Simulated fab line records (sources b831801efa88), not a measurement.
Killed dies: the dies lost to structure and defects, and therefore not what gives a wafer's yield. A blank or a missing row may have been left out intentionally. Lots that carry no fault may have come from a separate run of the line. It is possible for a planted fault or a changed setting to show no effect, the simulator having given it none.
A struck lot beside a sound one    flow sky130    33 out of 708 route steps
Sound: wafers L691.3, L691.4, L691.6. Struck: wafer L709.6 (left out: L709.3, L709.4 of the same lot, which were not struck); the cause appears at the end.
At each step with rows: each side's tool, then ch and its chambers, then its first start. Under that, the readings that differ: sound wafers    struck wafers    difference of the means    sigmas: that difference in standard deviations of wafers without a fault.
alike: words and numbers the same on both sides, and readings whose means are apart by under 2 such deviations; not compared: readings that were withheld, readings missing a value for some wafer, numbers with overlapping values and no deviation given by the record, and bounds like >300 which may hide the same value.
The two part at a step that has a row with sigmas, a row that says differs or no value, or rows on one side only. When numbers do not overlap yet have no deviation, they are printed without sigmas and do not part them. Lack of a reading on every wafer of one side parts them only where that side has two or more wafers.

first, 11 steps without rows for these wafers: SKY_METAL5_SOFTBAKE_10 (time 60 s); SKY_METAL5_EXPOSE_11 (exposes mask MM5, target cd 1600 nm); SKY_METAL5_PEB_12; SKY_METAL5_DEVELOP_13 (develop time 60 s); SKY_METAL5_DESCUM_14 (chemistry O2, time 11 s); SKY_METAL5_METAL_ETCH_15 (etches the open film in Cl2/BCl3, stops on SiO2, target depth 1260 nm, time 252 s); SKY_METAL5_STRIP_16 (strips in O2/N2); SKY_METAL5_STRIP_17 (strips in post etch residue remover, time 1200 s); SKY_METAL5_CLEAN_18 (cleans in IPA, time 180 s); SKY_METAL5_CLEAN_19 (cleans in O3/DIW); SKY_PASSIVATION_CVD_00 (deposits SiO2, target thk 90 nm).
SKY_PASSIVATION_CVD_02: deposits Si3N4, target thk 540 nm.
  sound on pecvd-01 ch 0,1, day 43 14:49; struck on pecvd-01 ch 2, day 48 10:01
reading                                        sound              struck  difference  sigmas
model.Si3N4_of_PASSIVATION_CVD_02.thk nm (nm)  543.5 548.4 549.2  575     +28         
  alike: heater power w
SKY_PASSIVATION_THK_MEAS_03:
  sound: film metro-01 at day 43 15:04; struck: film metro-01 at day 48 10:29
reading                      sound        struck  difference  sigmas
PASSIVATION_CVD_02_THK (nm)  544 548 550  575     +28         +4
  not compared: hold
then, 6 steps without rows for these wafers: SKY_PASSIVATION_HMDS_05 (prime time 60 s); SKY_PASSIVATION_COAT_06 (resist thk 3000 nm); SKY_PASSIVATION_SOFTBAKE_07; SKY_PASSIVATION_EXPOSE_08 (exposes mask NSM, target cd 3000 nm); SKY_PASSIVATION_PEB_09; SKY_PASSIVATION_DEVELOP_10 (develop time 60 s).
SKY_PASSIVATION_ETCH_11: etches the open film in CF4/O2, stops on AlCu, target depth 725 nm, time 161.1 s.
  sound on rie diel-02 ch 0,1, day 44 13:03; struck on rie diel-01 ch 2, day 49 04:46
reading                sound              struck  difference  sigmas
oes product au (a.u.)  0.980 0.984 0.986  0.998   +0.015      +2
  alike: drypump motor current A, throttle valve pct
  not compared: rf hours counter h, model.etch.depth nm, model.PASSIVATION.feature depth nm
then, 8 steps without rows for these wafers: SKY_PASSIVATION_STRIP_12 (strips in O2/N2); SKY_PAD_OPEN_DEHYDRATE_00 (time 60 s); SKY_PAD_OPEN_HMDS_01 (prime time 60 s); SKY_PAD_OPEN_COAT_02 (resist thk 3000 nm); SKY_PAD_OPEN_SOFTBAKE_03; SKY_PAD_OPEN_EXPOSE_04 (exposes mask PDM, target cd 60000 nm); SKY_PAD_OPEN_PEB_05; SKY_PAD_OPEN_DEVELOP_06 (develop time 60 s).
SKY_PAD_OPEN_ETCH_07: etches the open film in CF4/O2, stops on AlCu, target depth 725 nm, time 161.1 s.
  sound on rie diel-01 ch 1,3, day 45 10:45; struck on rie diel-03 ch 1, day 49 21:16
reading                               sound            struck  difference  sigmas
model.etch.depth nm (nm)              709.1 716 709.7  731.8   +20.2       
model.PAD_OPEN.feature depth nm (nm)  709.1 716 709.7  731.8   +20.2       
  alike: drypump motor current A, oes product au, throttle valve pct
  not compared: rf hours counter h
then, 1 step without rows for these wafers: SKY_PAD_OPEN_STRIP_08 (strips in O2/N2).
SKY_PAD_OPEN_STRIP_09: strips in post etch residue remover, time 1200 s.
  sound on wet bench-02 ch 1, day 45 10:58; struck on wet bench-03 ch 0, day 49 21:31
reading                                        sound            struck  difference  sigmas
model.Si3N4_of_PASSIVATION_CVD_02.thk nm (nm)  543.2 548 548.8  574.6   +27.9       
then, 1 step without rows for these wafers: SKY_PAD_OPEN_CLEAN_10 (cleans in IPA, time 180 s).
SKY_PAD_OPEN_PROBE_99:
  sound: prober-01 at day 45 13:43; struck: prober-01 at day 50 00:16
reading      sound     struck  difference  sigmas
killed open  45 35 41  56      +16         +2
  alike: defect limited yield, killed_at_M0_to_M3, killed_at_M4_up, killed at contacts, killed at front end, killed at other, killed dies, killed on rim, killed short, sort_bin_3_pad_short, sort_bin_5_function, sort_bin_6_memory, sort n pass, sort yield pct

## WHERE THEY PART
First at SKY_PASSIVATION_THK_MEAS_03; last, within this record, at SKY_PAD_OPEN_PROBE_99.

WHY: whatever the simulator had introduced
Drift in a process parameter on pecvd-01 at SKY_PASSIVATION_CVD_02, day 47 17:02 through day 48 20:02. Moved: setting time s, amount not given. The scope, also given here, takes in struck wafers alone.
